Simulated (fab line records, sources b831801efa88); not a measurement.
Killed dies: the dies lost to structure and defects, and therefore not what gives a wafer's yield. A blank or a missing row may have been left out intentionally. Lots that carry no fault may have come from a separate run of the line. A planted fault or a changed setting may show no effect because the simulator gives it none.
Commonality check across tools    flow gf180mcu    Lots sampled 13, wafers sampled 42

REASON FOR OPENING
At GF_HV_LDD_CD_MEAS_31 the reading cd nm is flagged on 1 of 13 lots. Fault-free wafers read 400.3 nm, with a standard deviation of 2.
Rule: a lot is flagged in two cases, either no wafer of it has a number, or all its wafers with numbers fall more than 4 standard deviations from that mean. All remaining lots are regarded as sound.

lot   measured      on         cd nm (nm), wafer by wafer           flag
L356  day 12 05:34  cd sem-01  400.3 399.2 399.9                    
L357  day 12 08:13  cd sem-02  401.8 401.6 398.4                    
L358  day 13 05:01  cd sem-01  402.1 400.5 398.4                    
L360  day 13 20:04  cd sem-02  401.0 400.4 400.5                    
L362  day 13 23:36  cd sem-01  399.3 400.7 404.2                    
L363  day 14 18:29  cd sem-02  400.2 398.1 398.7                    
L365  day 15 06:28  cd sem-01  401.8 401.3 400.4                    
L366  day 15 09:20  cd sem-01  398.5 397.4 399.3                    
L373  day 17 18:00  cd sem-02  398.0 397.9 398.9                    
L374  day 18 10:01  cd sem-01  411.5 410.2 410.3 411.2 410.2 410.8  FLAGGED
L375  day 18 11:24  cd sem-01  399.0 398.6 400.3                    
L376  day 18 22:26  cd sem-01  402.9 399.5 401.0                    
L377  day 19 03:46  cd sem-02  399.0 399.4 399.0                    
The numbers of the flagged lots are 410.7 nm on average: +10.4 nm against the usual, or +5 standard deviations.

WHICH TOOL EACH LOT WENT THROUGH
The record keeps 1 process step preceding the reading, out of 602 steps on the route. In each cell: the tool, then ch and the chambers that the sampled wafers went through, then the start.
lot   flag     GF_HV_LDD_DEVELOP_30
L356           litho track-02 ch 0, day 12 05:25
L357           litho track-02 ch 0, day 12 08:05
L358           litho track-03 ch 0, day 13 04:53
L360           litho track-04 ch 0, day 13 19:55
L362           litho track-02 ch 0, day 13 23:28
L363           litho track-03 ch 0, day 14 18:20
L365           litho track-03 ch 0, day 15 06:20
L366           litho track-04 ch 0, day 15 09:11
L373           litho track-03 ch 0, day 17 17:51
L374  FLAGGED  litho track-04 ch 0, day 18 09:52
L375           litho track-02 ch 0, day 18 11:15
L376           litho track-03 ch 0, day 18 22:17
L377           litho track-02 ch 0, day 19 03:38
These steps, and what they do:
- GF_HV_LDD_DEVELOP_30: develop time 60 s.
- GF_HV_LDD_CD_MEAS_31: target cd 400 nm.

FLAGGED OVER TOTAL, TOOL BY TOOL (the gauges that took the reading come last)
step                  tool            lots run  flagged  share of the flagged lots  sound lots run after its first flagged lot
GF_HV_LDD_DEVELOP_30  litho track-02  5         0        none                       -
GF_HV_LDD_DEVELOP_30  litho track-03  5         0        none                       -
GF_HV_LDD_DEVELOP_30  litho track-04  3         1        all                        0
GF_HV_LDD_CD_MEAS_31  cd sem-01       8         1        all                        2 (L375,L376)
GF_HV_LDD_CD_MEAS_31  cd sem-02       5         0        none                       -

THE TABLE: WHAT IT ALLOWS
Rows of the table that ran all the flagged lots, 2 in number: litho track-04 at GF_HV_LDD_DEVELOP_30; cd sem-01 at GF_HV_LDD_CD_MEAS_31.
- litho track-04 at GF_HV_LDD_DEVELOP_30 ran 3 lots, 1 of them flagged. Its last sound lot is L366 (day 15 09:11), its first flagged lot L374 (day 18 09:52): a fault that began between those two fits.
- cd sem-01 at GF_HV_LDD_CD_MEAS_31 ran 8 lots, 1 of them flagged. After the first flagged lot (L375, L376), sound lots still ran on it; a lasting fault on the whole tool would not permit that.
Just one tool remains: litho track-04 at GF_HV_LDD_DEVELOP_30.

WHAT THE SIMULATOR HAD PUT IN
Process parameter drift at GF_HV_LDD_DEVELOP_30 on litho track-04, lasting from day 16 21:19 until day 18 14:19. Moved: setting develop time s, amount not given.
Shown lots that were struck: L374. This agrees with what the rule above found.
